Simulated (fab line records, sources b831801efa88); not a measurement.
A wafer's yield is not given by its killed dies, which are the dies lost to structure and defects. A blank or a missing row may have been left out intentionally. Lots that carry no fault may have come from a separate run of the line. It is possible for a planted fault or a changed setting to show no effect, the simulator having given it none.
fab line records	flow sky130
record lots=6	wafers=18	lastDay=49
route steps=708 shown SONOS_TUNNEL@156 SONOS_ONO@168 PAD_OPEN@708
lots that met no fault: taken from a fault-free run of the same line
startH: hours from the record's opening day to when the first of the lot's shown wafers began	waitH: hours elapsed since this lot's preceding step	" unchanged from the row above	L1.1+2: a single row standing in for several wafers	- value missing, or start not given	* or withheld: withheld	< > ~ a bound
route shown NAME@n: a module of which the file shows steps, and the number in the route of the first	usual: average and standard deviation across the fault-free wafers	same: alike in all rows	chamber/n: place in a boat	sites: the reading at each site	_std_site: their standard deviation	_edge_site: the outer-site mean with the inner-site mean subtracted	radiusMm: how far each site lies from the wafer's centre	mask NAME#n: copy n	behind: the tool/chamber that last shaped the wafer	hold: the reason the lot was held/the length of the hold in hours/how it ended	device: the n, p or np transistor that did not switch	end of line: the route-end tests of the same wafers	a step without rows: its recipe alone	killed: at the first sort, the dies lost to defects and structure; wafer yield is something else	map: per-die view of a wafer (x killed, . not killed, _ where there is no die)
set.NAME: setting as actually run; set.NAME@STEP: the setting as run at that earlier step	model.NAME: the simulator's own value behind a step, which no gauge read
certain route steps with their lots: each step a table, each wafer a row
services: from which hour (startH, from the record's first day; less than 0 if before it) a tool's chamber was out of use, for how many hours, and why
## steps
# step SKY_SONOS_TUNNEL_COAT_02
# recipe resist=NOVOLAK	spinRpm=3000	resistThkNm=1140
# step SKY_SONOS_TUNNEL_SOFTBAKE_03
# recipe tempC=90	timeS=60	resist=NOVOLAK
# step SKY_SONOS_TUNNEL_EXPOSE_04
# recipe maskId=TUNM	na=0.6	sourceShape=conventional	sigmaOuter=0.6	polarization=unpolarized	targetCdNm=410	doseMj=136
# step SKY_SONOS_TUNNEL_PEB_05
# recipe tempC=withheld	timeS=*	resist=NOVOLAK
# step SKY_SONOS_TUNNEL_DEVELOP_06
# recipe resist=NOVOLAK	developer=TMAH	developTimeS=60	devTempC=23
# step SKY_SONOS_TUNNEL_CD_MEAS_07
# recipe targetCdNm=410
# usual cdNm=409.3/2.1
lot.wafer	tool	chamber	startH	waitH	cdNm
L573.1	cdSem-02	-	268.28	0.1	408.3
L573.2	"	-	"	"	408.1
L573.5	"	-	"	"	408.7
L577.2	cdSem-02	-	308.28	0.1	410.4
L577.4	"	-	"	"	408.7
L577.5	"	-	"	"	409.2
L585.1	cdSem-02	-	366.93	0.1	408.5
L585.3	"	-	"	"	408.0
L585.4	"	-	"	"	408.6
L586.1	cdSem-01	-	370.36	0.1	406.3
L586.4	"	-	"	"	409.2
L586.6	"	-	"	"	406.7
L588.1	cdSem-01	-	373.93	0.1	405.4
L588.3	"	-	"	"	407.1
L588.6	"	-	"	"	407.6
L589.3	cdSem-01	-	382.67	0.1	407.6
L589.5	"	-	"	"	407.7
L589.6	"	-	"	"	408.5
# step SKY_SONOS_TUNNEL_OVL_MEAS_08
# usual SONOS_TUNNEL_OVL=0.4/1.2
lot.wafer	tool	chamber	startH	waitH	SONOS_TUNNEL_OVL[nm]
L573.1	overlay-01	-	268.40	0.1	0.5
L573.2	"	-	"	"	-1.6
L573.5	"	-	"	"	-0.9
L577.2	overlay-01	-	308.39	0.1	0.1
L577.4	"	-	"	"	-0.2
L577.5	"	-	"	"	1.5
L585.1	overlay-01	-	367.05	0.1	1.3
L585.3	"	-	"	"	0.5
L585.4	"	-	"	"	-1.1
L586.1	overlay-02	-	370.48	0.1	-0.9
L586.4	"	-	"	"	-0.4
L586.6	"	-	"	"	-1.0
L588.1	overlay-01	-	374.05	0.1	0.2
L588.3	"	-	"	"	1.1
L588.6	"	-	"	"	0.4
L589.3	overlay-02	-	382.76	0.1	0.1
L589.5	"	-	"	"	1.4
L589.6	"	-	"	"	0.7
# step SKY_SONOS_TUNNEL_IMPLANT_09
# recipe species=B	energyKev=20	doseCm2=1e+12	tiltDeg=withheld
# step SKY_SONOS_TUNNEL_WET_ETCH_10
# recipe chemistry=dHF	targetDepthNm=14	target=SiO2	dilution=100:1	tempC=25	timeS=280
# step SKY_SONOS_TUNNEL_STRIP_11
# recipe chemistry=SPM	timeS=600	tempC=130
# step SKY_SONOS_TUNNEL_TW_MEAS_12
# usual SONOS_TUNNEL_TW=198.4/0.8
lot.wafer	tool	chamber	startH	waitH	SONOS_TUNNEL_TW
L573.1	filmMetro-01	-	268.85	0.0	198.6
L573.2	"	-	"	"	199.4
L573.5	"	-	"	"	198.4
L577.2	filmMetro-02	-	308.84	0.0	197.9
L577.4	"	-	"	"	197.4
L577.5	"	-	"	"	197.8
L585.1	filmMetro-03	-	367.50	0.0	197.4
L585.3	"	-	"	"	198.4
L585.4	"	-	"	"	198.4
L586.1	filmMetro-03	-	370.94	0.0	198.3
L586.4	"	-	"	"	198.8
L586.6	"	-	"	"	198.5
L588.1	filmMetro-01	-	374.50	0.0	198.5
L588.3	"	-	"	"	199.4
L588.6	"	-	"	"	198.4
L589.3	filmMetro-03	-	383.22	0.0	198.8
L589.5	"	-	"	"	198.1
L589.6	"	-	"	"	197.8
# step SKY_SONOS_TUNNEL_CLEAN_13
# recipe chemistry=dHF	timeS=20	dilution=100:1	dry=ipaMarangoni
# step SKY_SONOS_ONO_OXIDATION_00
# recipe tempC=800	ambient=O2	idleTempC=700	rampUpCPerMin=10	rampDownCPerMin=3	stabiliseS=600	purgeS=300	targetThkA=26	oxTimeS=1249
lot.wafer	tool	chamber	startH	waitH	model.SiO2_of_SONOS_ONO_OXIDATION_00.thkNm
L573.1	furnace-02	0	270.26	1.3	2.528
L573.2	"	0	"	"	2.55
L573.5	"	0	"	"	2.567
L577.2	furnace-01	0	309.24	0.3	2.696
L577.4	"	0	"	"	2.7
L577.5	"	0	"	"	2.679
L585.1	furnace-01	0	368.26	0.7	3.421
L585.3	"	0	"	"	3.439
L585.4	"	0	"	"	3.428
L586.1	furnace-01	0	371.63	0.6	3.484
L586.4	"	0	"	"	3.467
L586.6	"	0	"	"	3.461
L588.1	furnace-02	0	374.61	0.0	2.646
L588.3	"	0	"	"	2.626
L588.6	"	0	"	"	2.589
L589.3	furnace-02	0	383.36	0.1	2.628
L589.5	"	0	"	"	2.644
L589.6	"	0	"	"	2.63
# step SKY_SONOS_ONO_THK_MEAS_01
# recipe reads=SiO2_of_SONOS_ONO_OXIDATION_00
# usual SONOS_ONO_OXIDATION_THK=2.61/0.052
lot.wafer	tool	chamber	startH	waitH	SONOS_ONO_OXIDATION_THK[nm]
L573.1	filmMetro-03	-	271.61	0.0	2.56
L573.2	"	-	"	"	2.59
L573.5	"	-	"	"	2.57
L577.2	filmMetro-04	-	310.60	0.0	2.69
L577.4	"	-	"	"	2.67
L577.5	"	-	"	"	2.64
L585.1	filmMetro-01	-	369.61	0.0	3.39
L585.3	"	-	"	"	3.49
L585.4	"	-	"	"	3.40
L586.1	filmMetro-03	-	372.98	0.0	3.47
L586.4	"	-	"	"	3.48
L586.6	"	-	"	"	3.48
L588.1	filmMetro-01	-	375.96	0.0	2.69
L588.3	"	-	"	"	2.62
L588.6	"	-	"	"	2.55
L589.3	filmMetro-03	-	384.73	0.0	2.69
L589.5	"	-	"	"	2.65
L589.6	"	-	"	"	2.64
# step SKY_SONOS_ONO_CVD_02
# recipe material=Si3N4	precursor=DCS/NH3	targetThkNm=10.5	tempC=770	timeS=180	pressureMtorr=250
# step SKY_PAD_OPEN_PROBE_99
# usual killed_at_M0_to_M3=44/7.1	killed_at_M4_up=3.3/1.8	killedAtContacts=24/5.1	killedAtFrontEnd=16/4.7	killedAtOther=0.3/0.52	killedDies=87/9.7	killedOpen=47/6.8	killedShort=39/6.7
# same grossDies=492	killedAtBackSide=0
lot.wafer	tool	chamber	startH	waitH	killed_at_M0_to_M3	killed_at_M4_up	killedAtContacts	killedAtFrontEnd	killedAtOther	killedDies	killedOpen	killedShort	model.etest.sonosErased.driveUaUm	model.etest.sonosUncharged.rOnOhmUm	model.etest.sonosErased.vtV	model.etest.capOno.gateLog10ACm2	model.etest.capOno.gateBvV	model.etest.capOno.toxAccNm	model.etest.sonosProgrammed.vtV	model.etest.sonosBaked.vtLessV
L573.1	prober-02	-	1083.85	0.1	37	5	24	16	0	82	43	39	210.8	811.4	-2.409	-7.554	15.89	12.63	1.57	-0.5729
L573.2	prober-02	-	1083.90	0.1	51	4	33	19	1	108	59	49	157.4	809.4	-2.284	-7.765	15.84	12.79	1.493	-0.4986
L573.5	prober-02	-	1084.05	0.2	46	3	16	20	0	85	45	40	202.9	804.4	-2.33	-7.838	16.5	12.82	1.511	-0.567
L577.2	prober-02	-	1122.33	0.1	37	4	27	15	0	83	43	40	218.5	803.7	-2.289	-7.935	16.12	12.9	1.429	-0.4295
L577.4	prober-02	-	1122.43	0.2	41	3	24	14	0	82	35	47	180	800.9	-2.265	-7.943	16.46	12.86	1.476	-0.4774
L577.5	prober-02	-	1122.48	0.2	41	5	26	11	0	83	51	32	166.4	802.2	-2.231	-8.066	16.07	12.93	1.429	-0.4285
L585.1	prober-02	-	1166.34	0.1	46	4	23	17	0	90	52	36	21.85	852.5	-0.4129	-8.768	17.16	13.53	1.145	-0.2419
L585.3	prober-02	-	1166.44	0.2	61	2	20	15	0	98	51	45	20.56	842.6	-0.3767	-8.633	16.93	13.4	1.256	-0.2471
L585.4	prober-02	-	1166.49	0.2	44	2	26	19	0	91	41	50	21.42	840.3	-0.3968	-8.669	17.14	13.51	1.189	-0.2423
L588.1	prober-01	-	1168.03	0.1	30	2	28	13	0	73	44	29	181.6	819.4	-2.221	-8.091	16.5	13.04	1.408	-0.491
L588.3	prober-01	-	1168.13	0.2	38	4	29	15	0	86	49	37	211.8	812.7	-2.264	-8.093	16.64	12.99	1.425	-0.4687
L588.6	prober-01	-	1168.28	0.2	42	5	22	12	0	81	47	34	233.7	809	-2.277	-8.252	16.69	13.07	1.392	-0.4705
L586.1	prober-02	-	1168.74	0.1	44	3	25	21	0	93	50	41	21.16	837.3	-0.3851	-8.949	17.3	13.66	1.08	-0.2354
L586.4	prober-02	-	1168.89	0.2	39	2	30	19	0	90	49	39	20.24	845.1	-0.3722	-8.814	16.82	13.6	1.096	-0.2333
L586.6	prober-02	-	1168.99	0.2	42	3	34	15	1	95	61	34	21.74	844.1	-0.4028	-8.726	17.33	13.53	1.119	-0.2094
L589.3	prober-02	-	1172.57	0.2	39	3	32	14	0	88	45	43	175.7	801.8	-2.22	-8.054	16.67	12.98	1.365	-0.419
L589.5	prober-02	-	1172.67	0.2	33	2	15	14	0	64	42	22	184.2	782.4	-2.221	-8.109	16.39	12.99	1.401	-0.4753
L589.6	prober-02	-	1172.72	0.2	43	2	21	14	0	80	41	39	200.4	812.9	-2.296	-8.07	16.31	12.84	1.47	-0.4656
# killed by level:class
L573.1 CONTACT:geometricParticle:open=8 CONTACT:geometricParticle:short=8 FIELD_ISO:geometricParticle:open=7 VIA1:geometricParticle:open=7 LI_CONTACT:geometricParticle:open=6 FIELD_ISO:geometricParticle:short=5 METAL1:geometricParticle:short=5 METAL2:geometricParticle:short=4
L573.2 LI_CONTACT:geometricParticle:open=12 CONTACT:geometricParticle:open=12 METAL2:geometricParticle:short=10 FIELD_ISO:geometricParticle:open=8 VIA1:geometricParticle:open=7 VIA2:geometricParticle:open=7 VIA3:geometricParticle:open=6 METAL1:geometricParticle:short=6
L573.5 VIA1:geometricParticle:open=9 VIA3:geometricParticle:open=7 FIELD_ISO:geometricParticle:open=6 FIELD_ISO:geometricParticle:short=6 CONTACT:geometricParticle:open=5 VIA2:geometricParticle:short=5 CONTACT:geometricParticle:short=4 METAL1:geometricParticle:open=4
L577.2 VIA1:geometricParticle:open=11 METAL2:geometricParticle:short=9 CONTACT:geometricParticle:open=8 LI_CONTACT:geometricParticle:open=7 LI_CONTACT:geometricParticle:short=5 METAL1:geometricParticle:short=5 VIA2:geometricParticle:open=5 FIELD_ISO:geometricParticle:short=4
L577.4 CONTACT:geometricParticle:open=8 CONTACT:geometricParticle:short=7 VIA2:geometricParticle:open=6 METAL1:geometricParticle:short=6 VIA1:geometricParticle:short=5 POLY_GATE:geometricParticle:short=5 LOCAL_INTERCONNECT:geometricParticle:short=5 VIA1:geometricParticle:open=5
L577.5 LI_CONTACT:geometricParticle:open=10 CONTACT:geometricParticle:open=8 VIA1:geometricParticle:open=8 VIA3:geometricParticle:open=6 VIA1:geometricParticle:short=6 VIA2:geometricParticle:open=6 METAL1:geometricParticle:short=5 POLY_GATE:geometricParticle:open=4
L585.1 VIA1:geometricParticle:open=12 CONTACT:geometricParticle:open=10 LI_CONTACT:geometricParticle:open=7 VIA1:geometricParticle:short=6 FIELD_ISO:geometricParticle:open=5 METAL1:geometricParticle:short=4 METAL2:geometricParticle:short=4 VIA2:geometricParticle:open=4
L585.3 VIA1:geometricParticle:open=16 VIA3:geometricParticle:open=10 LI_CONTACT:geometricParticle:short=7 VIA1:geometricParticle:short=7 METAL2:geometricParticle:short=7 LI_CONTACT:geometricParticle:open=6 FIELD_ISO:geometricParticle:short=4 VIA2:geometricParticle:open=4
L585.4 VIA1:geometricParticle:open=10 CONTACT:geometricParticle:open=7 VIA1:geometricParticle:short=7 LOCAL_INTERCONNECT:geometricParticle:short=6 FIELD_ISO:geometricParticle:short=5 LI_CONTACT:geometricParticle:short=5 VIA3:geometricParticle:open=5 FIELD_ISO:geometricParticle:open=4
L588.1 LI_CONTACT:geometricParticle:open=12 CONTACT:geometricParticle:open=9 VIA1:geometricParticle:open=8 METAL1:geometricParticle:short=5 CONTACT:geometricParticle:short=4 VIA2:geometricParticle:open=4 VIA3:geometricParticle:open=4 POLY_GATE:geometricParticle:short=3
L588.3 CONTACT:geometricParticle:open=11 LI_CONTACT:geometricParticle:open=9 VIA1:geometricParticle:open=8 POLY_GATE:geometricParticle:open=7 METAL1:geometricParticle:short=6 LI_CONTACT:geometricParticle:short=5 VIA1:geometricParticle:short=4 VIA3:geometricParticle:open=4
L588.6 CONTACT:geometricParticle:open=8 VIA2:geometricParticle:open=8 VIA3:geometricParticle:open=8 LI_CONTACT:geometricParticle:open=7 POLY_GATE:geometricParticle:open=6 LOCAL_INTERCONNECT:geometricParticle:short=6 VIA1:geometricParticle:open=6 METAL2:geometricParticle:short=6
L586.1 VIA1:geometricParticle:open=16 CONTACT:geometricParticle:open=11 POLY_GATE:geometricParticle:short=8 METAL2:geometricParticle:short=7 VIA3:geometricParticle:open=6 LI_CONTACT:geometricParticle:open=5 POLY_GATE:geometricParticle:open=4 CONTACT:geometricParticle:short=4
L586.4 CONTACT:geometricParticle:open=13 METAL2:geometricParticle:short=12 LI_CONTACT:geometricParticle:open=9 VIA1:geometricParticle:open=7 VIA2:geometricParticle:open=6 LOCAL_INTERCONNECT:geometricParticle:short=4 FIELD_ISO:geometricParticle:short=3 FIELD_ISO:geometricParticle:open=3
L586.6 VIA1:geometricParticle:open=16 CONTACT:geometricParticle:open=15 LI_CONTACT:geometricParticle:open=11 VIA3:geometricParticle:open=6 CONTACT:geometricParticle:short=5 FIELD_ISO:geometricParticle:short=4 POLY_GATE:geometricParticle:short=4 METAL2:geometricParticle:short=4
L589.3 VIA1:geometricParticle:open=10 LI_CONTACT:geometricParticle:open=8 CONTACT:geometricParticle:short=8 LI_CONTACT:geometricParticle:short=7 CONTACT:geometricParticle:open=5 VIA1:geometricParticle:short=5 METAL2:geometricParticle:short=5 POLY_GATE:geometricParticle:short=4
L589.5 VIA1:geometricParticle:open=7 VIA3:geometricParticle:open=7 CONTACT:geometricParticle:open=6 VIA2:geometricParticle:open=6 FIELD_ISO:geometricParticle:open=4 LI_CONTACT:geometricParticle:open=4 FIELD_ISO:geometricParticle:short=3 POLY_GATE:geometricParticle:short=3
L589.6 VIA1:geometricParticle:open=10 VIA1:geometricParticle:short=9 VIA2:geometricParticle:open=9 CONTACT:geometricParticle:open=7 LOCAL_INTERCONNECT:geometricParticle:short=5 FIELD_ISO:geometricParticle:short=4 CONTACT:geometricParticle:short=4 VIA3:geometricParticle:open=4
## services
tool	chamber	startH	hours	kind
furnace-01	-	269.35	3.2	pm
furnace-02	-	308.29	4.1	pm
furnace-01	-	372.98	2.7	pm
## key
firstSign step=SKY_SONOS_ONO_THK_MEAS_01	reading=SONOS_ONO_OXIDATION_THK	direction=up	sigmas=16	usual=2.61	struck=3.45
effect none on later readings
modelEffect step=SKY_SONOS_ONO_OXIDATION_00	value=SiO2_of_SONOS_ONO_OXIDATION_00.thkNm	without=2.623	struck=3.45
modelEffect step=SKY_PAD_OPEN_PROBE_99	value=etest.sonosErased.driveUaUm	without=189.8	struck=21.16
metAt SKY_SONOS_ONO_OXIDATION_00
struckWafers L585.1,L585.3,L585.4,L586.1,L586.4,L586.6
testerLeftOut L585,L586
onsetBetween 309.24 368.26
fault kind=processParameterDrift	tool=furnace-01	chamber=-	onsetH=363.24	steps=SKY_SONOS_ONO_OXIDATION_00	channel=oxTimeS	offset=*	shape=step	endH=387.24	actsIn=*	stated=*
# testerLeftOut: of these lots the tester's yield and bins aren't shown, on N5 and GAA mostly nor the transistor test; their killed dies are dies lost to structure and defects alone, not to doping, threshold or leakage, so they don't give the yield
